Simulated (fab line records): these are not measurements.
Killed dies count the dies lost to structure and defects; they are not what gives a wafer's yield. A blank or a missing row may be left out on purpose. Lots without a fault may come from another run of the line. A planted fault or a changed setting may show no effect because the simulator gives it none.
A single fault, viewed from 2 desks :: flow gf180mcu :: every desk sees just its own numbers, and what lay behind them comes last

THE TOOL OWNER'S DESK: implanter-03
For each lot that ran on this tool, the mean over its sampled wafers that have a number, from the tool's own readings at GF_HV_LDD_IMPLANT_33. Marked OUT: a lot whose mean sits more than 4 standard deviations from the usual mean, which makes it out of limits; the brackets give that distance.
Columns: A = doseIonsCm2 at GF_HV_LDD_IMPLANT_33, usual 7.5e+12; B = faradayCurrentUA at GF_HV_LDD_IMPLANT_33, usual 42.3
lot: L450
first seen here: day 12 00:05
A: 7.5e+12
B: 42.6

lot: L454
first seen here: day 13 07:19
A: 7.5e+12
B: 42.5

lot: L459
first seen here: day 15 02:45
A: 8.3e+12 (+95) OUT
B: 46.9 (+5.7) OUT

lot: L461
first seen here: day 15 18:51
A: 8.3e+12 (+94) OUT
B: 46.4 (+5.0) OUT
This desk finds L459, L461 out of limits, L459 being first, at day 15 02:45 (doseIonsCm2 at GF_HV_LDD_IMPLANT_33). L450, L454: within limits.

THE METROLOGY DESK
What the gauges read for every lot (on any tool): the sampled wafers with a number, averaged. Marked OUT: a lot whose mean sits more than 4 standard deviations from the usual mean, which makes it out of limits; the brackets give that distance.
Columns: A = POLY_GATE_OXIDATION_THK at GF_POLY_GATE_THK_MEAS_17, usual 4.00 nm; B = HV_LDD_OVL at GF_HV_LDD_OVL_MEAS_08, usual 0.2 nm; C = PSD_OVL at GF_PSD_OVL_MEAS_08, usual -0.4 nm
lot: L449
first seen here: day 9 13:25
A: 4.00
B: -0.1
C: 0.7

lot: L450
first seen here: day 9 17:11
A: 3.97
B: 0.6
C: 0.3

lot: L451
first seen here: day 10 00:16
A: 3.99
B: 0.6
C: -0.4

lot: L452
first seen here: day 10 11:47
A: 4.06
B: 2.7
C: -0.4

lot: L454
first seen here: day 10 23:14
A: 3.92
B: -0.6
C: -0.6

lot: L458
first seen here: day 12 06:02
A: 3.98
B: 0.5
C: -0.0

lot: L459
first seen here: day 12 15:01
A: 4.06
B: 1.0
C: 1.1

lot: L461
first seen here: day 13 04:24
A: 4.05
B: -0.5
C: 0.9

lot: L465
first seen here: day 14 22:05
A: 3.94
B: -0.6
C: -2.0

lot: L466
first seen here: day 15 02:22
A: 4.08
B: 0.9
C: 0.4

lot: L468
first seen here: day 15 11:27
A: 4.08
B: -0.6
C: -0.0

lot: L469
first seen here: day 15 16:17
A: 4.07
B: 1.3
C: -0.7

lot: L470
first seen here: day 15 23:43
A: 3.92
B: 0.1
C: -0.2

lot: L471
first seen here: day 16 07:46
A: 4.04
B: -1.9
C: 0.4
Result from this desk: across the 14 lots, nothing is out of limits.

TAKEN TOGETHER
An alarm could have come from the tool owner's desk at day 15 02:45, on L459, L461.
At the metrology desk, nothing out of limits was observed.
The metrology desk holds a record of L459, L461, inside its limits.
On implanter-03, each named lot ran GF_HV_LDD_IMPLANT_33.

WHAT THE SIMULATOR HAD INSERTED
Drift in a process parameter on implanter-03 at GF_HV_LDD_IMPLANT_33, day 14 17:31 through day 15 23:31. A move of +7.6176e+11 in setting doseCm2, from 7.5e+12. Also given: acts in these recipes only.
Lots struck among those shown: L459, L461.
Each desk's first reading out of limits, in hours after the fault started: the tool owner's desk, 9.
